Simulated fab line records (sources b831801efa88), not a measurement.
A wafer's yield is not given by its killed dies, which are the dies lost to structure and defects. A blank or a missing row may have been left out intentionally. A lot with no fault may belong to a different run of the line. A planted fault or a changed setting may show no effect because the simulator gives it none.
The tool behind it: which one? | flow sky130 | 33 wafers from 11 lots sampled at 5 of the route's 708 steps

## WHAT THE GAUGES SHOWED, per wafer
SKY_VIA3_RS_MEAS_22: measures by four-point-probe.
lot  | measured     | on            | VIA3_W_RS (ohm/sq)
L570 | day 39 16:19 | film metro-02 | 0.2902 0.2916 0.2870
L572 | day 40 02:15 | film metro-01 | 0.2969 0.2904 0.2921
L571 | day 40 05:25 | film metro-01 | 0.2918 0.2939 0.2895
L573 | day 40 12:40 | film metro-01 | 0.2961 0.2955 0.2902
L578 | day 42 11:13 | film metro-04 | 0.2931 0.2909 0.2925
L582 | day 43 16:01 | film metro-01 | 0.2944 0.2968 0.2896
L583 | day 44 02:51 | film metro-01 | 0.2895 0.2885 0.2915
L585 | day 44 08:01 | film metro-04 | 0.2901 0.2929 0.2905
L588 | day 45 09:17 | film metro-04 | 0.2967 0.2970 0.2967
L592 | day 45 22:12 | film metro-02 | 0.2963 0.2928 0.2926
L593 | day 46 00:02 | film metro-02 | 0.2918 0.2947 0.2907

SKY_CAP2M_THK_MEAS_01.
lot  | measured     | on            | CAP2M_CVD_00_THK (nm)
L570 | day 39 16:58 | film metro-01 | 15.56 15.99 15.70
L572 | day 40 02:54 | film metro-01 | 15.43 15.40 15.18
L571 | day 40 06:04 | film metro-01 | 15.27 15.66 15.46
L573 | day 40 13:19 | film metro-03 | 15.63 15.27 15.32
L578 | day 42 11:53 | film metro-02 | 15.31 15.49 15.78
L582 | day 43 16:40 | film metro-03 | 15.79 15.83 15.77
L583 | day 44 03:53 | film metro-03 | 15.13 15.33 15.21
L585 | day 44 08:40 | film metro-03 | 15.11 15.36 15.65
L588 | day 45 09:55 | film metro-02 | 15.36 15.77 15.89
L592 | day 45 22:51 | film metro-01 | 15.35 15.57 15.89
L593 | day 46 00:41 | film metro-01 | 15.45 15.57 15.65

## WHAT TOOL EACH LOT RAN ON (gives the tool, then ch and the chambers of the sampled wafers, and finally the start)
lot  | SKY_VIA3_ETCH_14                   | SKY_VIA3_STRIP_16                    | SKY_VIA3_SPUTTER_20
L570 | rie diel-02 ch 0,1,2, day 39 15:25 | plasma asher-01 ch 0,1, day 39 15:31 | pvd sputter-03, day 39 16:07
L572 | rie diel-02 ch 0,1,3, day 40 01:21 | plasma asher-02 ch 0,1, day 40 01:27 | pvd sputter-01, day 40 02:03
L571 | rie diel-04 ch 0,1,2, day 40 04:07 | plasma asher-03 ch 0,1, day 40 04:13 | pvd sputter-03, day 40 05:13
L573 | rie diel-01 ch 1,2,3, day 40 11:46 | plasma asher-03 ch 0,1, day 40 11:52 | pvd sputter-01, day 40 12:28
L578 | rie diel-02 ch 1,2,3, day 42 10:20 | plasma asher-02 ch 0,1, day 42 10:26 | pvd sputter-02, day 42 11:02
L582 | rie diel-04 ch 0,2,3, day 43 15:03 | plasma asher-03 ch 0,1, day 43 15:09 | pvd sputter-01, day 43 15:49
L583 | rie diel-01 ch 1,2,3, day 44 01:51 | plasma asher-03 ch 0,1, day 44 01:57 | pvd sputter-03, day 44 02:39
L585 | rie diel-02 ch 1,2, day 44 07:06   | plasma asher-02 ch 0,1, day 44 07:12 | pvd sputter-01, day 44 07:50
L588 | rie diel-01 ch 1,2, day 45 08:22   | plasma asher-02 ch 0,1, day 45 08:30 | pvd sputter-03, day 45 09:04
L592 | rie diel-01 ch 0,2,3, day 45 21:13 | plasma asher-02 ch 0,1, day 45 21:19 | pvd sputter-02, day 45 22:00
L593 | rie diel-01 ch 0,2,3, day 45 23:09 | plasma asher-01 ch 0,1, day 45 23:15 | pvd sputter-02, day 45 23:50
- SKY_VIA3_ETCH_14: etches BARC in N2/H2, stops on SiO2, time 45.9 s, target depth 60 nm.
- SKY_VIA3_STRIP_16: strips in O2/N2.
- SKY_VIA3_SPUTTER_20: material TiN, target thk 20 nm, time 80 s.

## AS READ BY THE TOOLS THEMSELVES (means over the sampled wafers that have a number; for cases with no such wafer, the mark the record gives instead)
SKY_VIA3_ETCH_14.
lot  | tool        | drypump motor current A (A) | oes product au (a.u.) | rf fwd power W (W) | throttle valve pct (%)
L570 | rie diel-02 | 5.8                         | 0.858                 | 494.2              | 13.053
L572 | rie diel-02 | 5.5                         | 0.855                 | 494.5              | 13.052
L571 | rie diel-04 | 5.1                         | 0.852                 | 492.4              | 13.057
L573 | rie diel-01 | 5.3                         | 0.851                 | 496.3              | 13.061
L578 | rie diel-02 | 5.7                         | 0.861                 | 494.9              | 13.058
L582 | rie diel-04 | 5.4                         | 0.854                 | 466.7              | 13.070
L583 | rie diel-01 | 5.3                         | 0.858                 | 494.0              | 13.061
L585 | rie diel-02 | 5.5                         | 0.858                 | 494.0              | 13.063
L588 | rie diel-01 | 5.1                         | 0.850                 | 496.7              | 13.059
L592 | rie diel-01 | 5.4                         | 0.855                 | 496.0              | 13.053
L593 | rie diel-01 | 5.4                         | 0.853                 | 495.3              | 13.070

SKY_VIA3_STRIP_16.
lot  | tool            | drypump motor current A (A) | oes product au (a.u.) | strip time to endpoint s (s)
L570 | plasma asher-01 | 5.5                         | 0.402                 | 4.096
L572 | plasma asher-02 | 5.7                         | 0.403                 | 4.091
L571 | plasma asher-03 | 5.8                         | 0.399                 | 4.090
L573 | plasma asher-03 | 5.8                         | 0.398                 | 4.134
L578 | plasma asher-02 | 5.7                         | 0.399                 | 4.112
L582 | plasma asher-03 | 5.8                         | 0.408                 | 4.150
L583 | plasma asher-03 | 5.8                         | 0.401                 | 4.129
L585 | plasma asher-02 | 6.0                         | 0.403                 | 4.112
L588 | plasma asher-02 | 6.0                         | 0.402                 | 4.149
L592 | plasma asher-02 | 5.7                         | 0.406                 | 4.123
L593 | plasma asher-01 | 5.5                         | 0.402                 | 4.122

SKY_VIA3_SPUTTER_20.
lot  | tool           | throttle valve pct (%)
L570 | pvd sputter-03 | 30.5
L572 | pvd sputter-01 | 29.9
L571 | pvd sputter-03 | 29.9
L573 | pvd sputter-01 | 29.9
L578 | pvd sputter-02 | 29.5
L582 | pvd sputter-01 | 29.8
L583 | pvd sputter-03 | 30.0
L585 | pvd sputter-01 | 29.4
L588 | pvd sputter-03 | 29.8
L592 | pvd sputter-02 | 29.3
L593 | pvd sputter-02 | 29.4

## THE ANSWER, worked out from the rows above alone
Rule: what is usual is taken from the lots themselves. Put in order of their means at a reading, lots are off if they are a third of the lots or fewer, leave a main group of 4 or more, and stand apart from it by a gap of 3 or more times the standard deviation of the main group's means; of several such gaps the widest counts. A main group whose means are all the same, to the digits that the tables above print for the reading, isn't used. Also off: a lot with no number at a reading for which 4 or more lots have one. Where the step has rows for the other lots, those lots are counted as sound. The gauges are gone through in route order, then the tools' own readings, and for those a lot's mean is taken as printed above. At the first step where some lot is off, the reading lying furthest off is the one used; lots without a number count as furthest.
Off at SKY_VIA3_ETCH_14 (rf fwd power W): L582. Mean 494.8 W and standard deviation 1.2 in the main group.
A tool fits if, at that step or a process step before it, it ran every lot that is off, and no sound lot after the first of them. One fits: SKY_VIA3_ETCH_14 on rie diel-04. Its last sound lot is L571 (day 40 04:07), its first lot that is off L582 (day 43 15:03): a fault that began between those two fits.
On the lots that are off, the tool's own readings at SKY_VIA3_ETCH_14 differ by more than 5 times the standard deviation of the sound lots' means, which bears it out; rf fwd power W reads 466.7 W there versus 494.8 W on the sound lots.

## WHAT THE SIMULATOR PUT IN
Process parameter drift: rie diel-04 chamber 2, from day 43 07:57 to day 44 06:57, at SKY_VIA3_ETCH_14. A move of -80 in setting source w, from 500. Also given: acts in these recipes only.
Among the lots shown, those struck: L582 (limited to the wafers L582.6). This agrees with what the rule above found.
